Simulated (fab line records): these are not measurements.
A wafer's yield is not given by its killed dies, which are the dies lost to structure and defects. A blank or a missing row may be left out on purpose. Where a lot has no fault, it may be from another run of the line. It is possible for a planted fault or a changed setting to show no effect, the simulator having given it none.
Problem report in the 8D (eight disciplines) form, filled by code -- flow gf180mcu -- the parts of the form that need people (team, actions taken, sign-off) are left out

## 1. PROBLEM STATEMENT
Wafers without a fault read 0.998 a.u., standard deviation 0.0095; oes_product_au at GF_M5_ETCH_09 reads a mean of 0.744 a.u. on 2 wafers belonging to 2 lots. That is -27 standard deviations from the usual mean.
The step: etches Si3N4 in CF4/O2, target depth 52 nm, time 11.6 s.
Seen first at day 30 06:00 on rie_diel-04, wafer L706.2. Wafers with a number at this step in the record: 18, from 6 lots. Rule for "out" (also "out of limits"): further than 4 standard deviations from the usual mean. The rest of the wafers with a number are treated as sound.

## 2. WHAT IT IS; WHAT IT IS NOT
question,is,is not
which readings at this step,"oes_product_au, throttle_valve_pct",drypump_motor_current_A
which lots,"L706, L710","L697, L700, L712, L715"
which wafers of those lots,"L706.2, L710.3","L706.1, L706.4, L710.1, L710.4"
read on which tools,rie_diel-04,rie_diel-02
when,from day 30 06:00,"up to then (8 sound wafers); but 8 sound wafers of L710, L712, L715 came after"

## 3. THE SUSPECTS, EACH WITH WHAT RULES IT OUT
Counting: any tool at a process step up to the reading remains a suspect provided it ran every lot that is out. Sound lots after the first of them don't rule it out here, since some wafers of a struck lot are sound.
- rie_diel-04 at GF_M5_ETCH_09 (etches Si3N4 in CF4/O2, target depth 52 nm, time 11.6 s): kept. It ran every lot that is out, first L706 (day 30 06:00); its last sound lot up to then is L700 (day 28 14:55). On those wafers its own readings are out: oes_product_au, throttle_valve_pct.
- rie_diel-04, GF_M5_ETCH_09: wafers that are out in chamber 1, sound lot-mates in chambers 0, 2.
Remaining after the count: rie_diel-04 at GF_M5_ETCH_09.

## 4. THE CAUSE (what the simulator had put in)
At GF_M5_ETCH_09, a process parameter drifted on rie_diel-04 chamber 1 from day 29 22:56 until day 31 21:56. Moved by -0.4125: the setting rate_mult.
Counting left only this tool.

## 5. SEQUENCE OF EFFECTS, ordered by route
Each row: a reading whose mean over the struck wafers that have a number lies more than 3 standard deviations from the usual. Only readings for which the record gives a usual standard deviation are gone through. hours: the time from each lot's start at the first step in this table that gives one to its start at this step, as a median over the lots. sigmas: the change in usual standard deviations.
hours,step,reading,usual,on struck wafers,change,sigmas
0,GF_M5_ETCH_09,oes_product_au,0.998 a.u.,0.744,-0.254,-27
0,GF_M5_ETCH_09,throttle_valve_pct,5.969 %,5.893,-0.077,-8.2
0,GF_M5_STRIP_11,strip_time_to_endpoint_s,7.01 s,7.15,+0.14,+3.3
Its process steps:
- GF_M5_ETCH_09: etches Si3N4 in CF4/O2, target depth 52 nm, time 11.6 s.
- GF_M5_STRIP_11: strips in O2/N2.

## 6. WHAT WOULD HAVE CAUGHT IT SOONER
7 hours passed between the start of the fault at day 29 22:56 and the first reading out of limits in this record, taken at day 30 06:00.
